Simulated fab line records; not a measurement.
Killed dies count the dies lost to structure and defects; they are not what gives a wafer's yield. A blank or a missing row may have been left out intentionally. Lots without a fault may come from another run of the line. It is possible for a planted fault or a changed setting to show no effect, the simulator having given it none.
8D (eight disciplines) problem report, filled in by code -- flow gf180mcu -- the parts of the form that need people (team, actions taken, sign-off) are left out

1. PROBLEM STATEMENT
strip time to endpoint s at GF_SAB_STRIP_13 reads a mean of 12.05 s on 6 wafers of 2 lots; wafers without a fault read 12.61 s with a standard deviation of 0.03. That is -18 standard deviations from the usual mean.
The step: strips in O2/N2.
The first sign was on wafer L918.1 at day 20 21:57, on plasma asher-04. The record has a number at this step for 39 wafers belonging to 13 lots. Rule for "out" (also "out of limits"): further than 4 standard deviations from the usual mean. All remaining wafers that have a number are taken as sound.

2. WHAT IT IS, WHAT IT ISN'T
question,is,is not
which readings at this step,strip time to endpoint s,"drypump motor current A, heater power w, oes product au"
which lots,"L918, L921","L904, L905, L906, L908, L911, L913, L915, L916, L920, L925, L927"
which wafers of those lots,all that have a number,-
read on which tools,"plasma asher-03, plasma asher-04",plasma asher-01
when,from day 20 21:57,"up to then (24 sound wafers); but 9 sound wafers of L920, L925, L927 came after"

3. THE SUSPECTS, EACH WITH WHAT RULES IT OUT
Counting: any tool at a process step up to the reading is kept as a suspect provided that every lot that is out went through it and no sound lot did after the first of them.
- litho track-03 at GF_SAB_COAT_04 (resist thk 1000 nm): kept. All lots that are out passed through it, beginning with L918 at day 20 09:27, and no sound lot followed; its final sound lot before that point was L915 at day 18 12:30.
The count leaves litho track-03 at GF_SAB_COAT_04.

4. THE CAUSE (what the simulator had put in)
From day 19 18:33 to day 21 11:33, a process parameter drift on litho track-03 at GF_SAB_COAT_04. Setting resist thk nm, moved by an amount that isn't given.
After counting, this tool was the only one left.

5. THE CHAIN OF EFFECTS, in route order
One row per reading whose mean, taken over the struck wafers that have a number, lies over 3 standard deviations from the usual. Readings are gone through only where the record gives a usual standard deviation; hours: the median, over the lots, of the time from a lot's start at the first step in this table giving one to that lot's start at this step; sigmas: the change measured in usual standard deviations.
hours,step,reading,usual,on struck wafers,change,sigmas
0,GF_SAB_STRIP_13,strip time to endpoint s,12.61 s,12.05,-0.55,-18
It contains these process steps:
- GF_SAB_STRIP_13: strips in O2/N2.
At these later measuring or inspecting steps, every struck wafer for which the step has a row has a number for every such reading, and none has moved that far: GF_CONTACT_OVL_MEAS_15, GF_CONTACT_RS_MEAS_25.

6. HOW IT WOULD HAVE BEEN CAUGHT EARLIER
In this record no reading fell out of limits until day 20 21:57, 27 hours after the fault had begun at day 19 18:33.
Of the lots that are out (2), L921 began GF_SAB_COAT_04 on litho track-03 after day 20 21:57. A tool hold placed at that time would have kept it from harm.
